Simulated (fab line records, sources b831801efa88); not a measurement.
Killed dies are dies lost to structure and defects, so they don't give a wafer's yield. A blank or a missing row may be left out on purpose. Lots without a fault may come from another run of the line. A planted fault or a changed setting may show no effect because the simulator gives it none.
A struck lot beside a sound one | flow sky130 | 18 steps out of a route of 708
Sound: wafers L682.2, L682.3, L682.5. Struck: wafers L673.2, L673.3, L673.6. The cause comes at the end.
At each step with rows: each side's tool, then ch and its chambers, then its first start. Under that, the readings that differ: sound wafers | struck wafers | difference of the means | sigmas: that difference in standard deviations of wafers without a fault.
alike: readings whose means differ by less than 2 such deviations, and words and numbers that are the same on both sides. not compared: withheld readings, readings that some wafer has no value for, bounds like >300 that may hide the same value, and numbers for which the record gives no deviation and whose values overlap.
The two part at a step that has a row with sigmas, a row that says differs or no value, or rows on one side only. Numbers that don't overlap but have no deviation are shown without sigmas and don't part them. A reading that every wafer of one side lacks parts them only if that side has two wafers or more.

SKY_CONTACT_ETCH_18: etches Si3N4 in CHF3/O2, stops on TiN, time 39 s, target depth 75 nm.
  sound on rie_diel-01 ch 0,1,3; struck on rie_diel-04 ch 0,1,3
  alike: drypump_motor_current_A, oes_product_au, rf_fwd_power_W, throttle_valve_pct
  not compared: rf_hours_counter_h
then, 5 steps without rows for these wafers: SKY_CONTACT_STRIP_19 (strips in O2/N2); SKY_CONTACT_STRIP_20 (strips in post etch residue remover, time 1200 s); SKY_CONTACT_CLEAN_21 (cleans in IPA, time 180 s); SKY_CONTACT_CLEAN_22 (cleans in O3/DIW); SKY_CONTACT_SPUTTER_23 (material TiN, target thk 20 nm, time 80 s).
SKY_CONTACT_CVD_24: deposits W, target thk 340 nm, time 102.12 s.
  sound on cvd_w-02 ch 1, day 38 00:46; struck on cvd_w-02 ch 0,1, day 35 15:17
  alike: heater_power_w, susceptor_temp_C
SKY_CONTACT_RS_MEAS_25: measures by four-point-probe.
  sound on film_metro-02, day 38 00:53; struck on film_metro-02, day 35 15:25
  alike: CONTACT_W_RS
SKY_CONTACT_THK_MEAS_26: measures by xrf.
  sound on film_metro-02, day 38 01:00; struck on film_metro-02, day 35 15:31
  alike: CONTACT_W_THK
SKY_CONTACT_CMP_27: polishes, stops on SiO2, t overpolish 15 s, target thk 0 nm.
  sound on cmp-01 ch 1,2,3, day 38 01:09; struck on cmp-01 ch 0,2, day 35 15:34
  alike: motor_current_A, overpolish_run_s, platen_rpm, slurry_flow_ml_min, time_to_endpoint_s
SKY_METAL1_SPUTTER_00: material Ti, target thk 15 nm, time 10 s.
  sound on pvd_sputter-01, day 38 01:21; struck on pvd_sputter-04, day 35 15:52
  alike: cathode_dc_power_W, chamber_pressure_pa, throttle_valve_pct
then, 1 step without rows for these wafers: SKY_METAL1_SPUTTER_01 (material TiN, target thk 20 nm, time 16.7 s).
SKY_METAL1_SPUTTER_02: material AlCu, target thk 250 nm, time 13.3 s.
  sound on pvd_sputter-01, day 38 01:24; struck on pvd_sputter-04, day 35 15:55
  no value came back on the struck wafers for cathode_dc_power_W (W), chamber_pressure_pa (Pa), throttle_valve_pct (%); on the sound wafers cathode_dc_power_W (W) reads 10600 10599 10601
then, 1 step without rows for these wafers: SKY_METAL1_SPUTTER_03 (material Ti, target thk 5 nm, time 3.3 s).
SKY_METAL1_SPUTTER_04: material TiN, target thk 70 nm, time 58.3 s.
  sound on pvd_sputter-01, day 38 01:26; struck on pvd_sputter-04, day 35 15:58
  alike: cathode_dc_power_W, chamber_pressure_pa, throttle_valve_pct
SKY_METAL1_RS_MEAS_05: measures by four-point-probe.
  sound on film_metro-04, day 38 01:31; struck on film_metro-01, day 35 16:02
  reading                 | sound                | struck               | difference | sigmas
  METAL1_ALCU_RS (ohm/sq) | 0.1251 0.1248 0.1249 | 8.6662 8.6016 8.6186 | +8.5039    | +99 or more
SKY_METAL1_THK_MEAS_06: measures by xrf.
  sound on film_metro-04, day 38 01:37; struck on film_metro-01, day 35 16:08
  reading              | sound       | struck   | difference | sigmas
  METAL1_ALCU_THK (nm) | 247 247 247 | <1 <1 <1 | differs    |
then, 1 step without rows for these wafers: SKY_METAL1_DEHYDRATE_07 (time 60 s).

WHERE THEY PART
First at SKY_METAL1_SPUTTER_02; last, within this record, at SKY_METAL1_THK_MEAS_06.

WHY: what the simulator had put in
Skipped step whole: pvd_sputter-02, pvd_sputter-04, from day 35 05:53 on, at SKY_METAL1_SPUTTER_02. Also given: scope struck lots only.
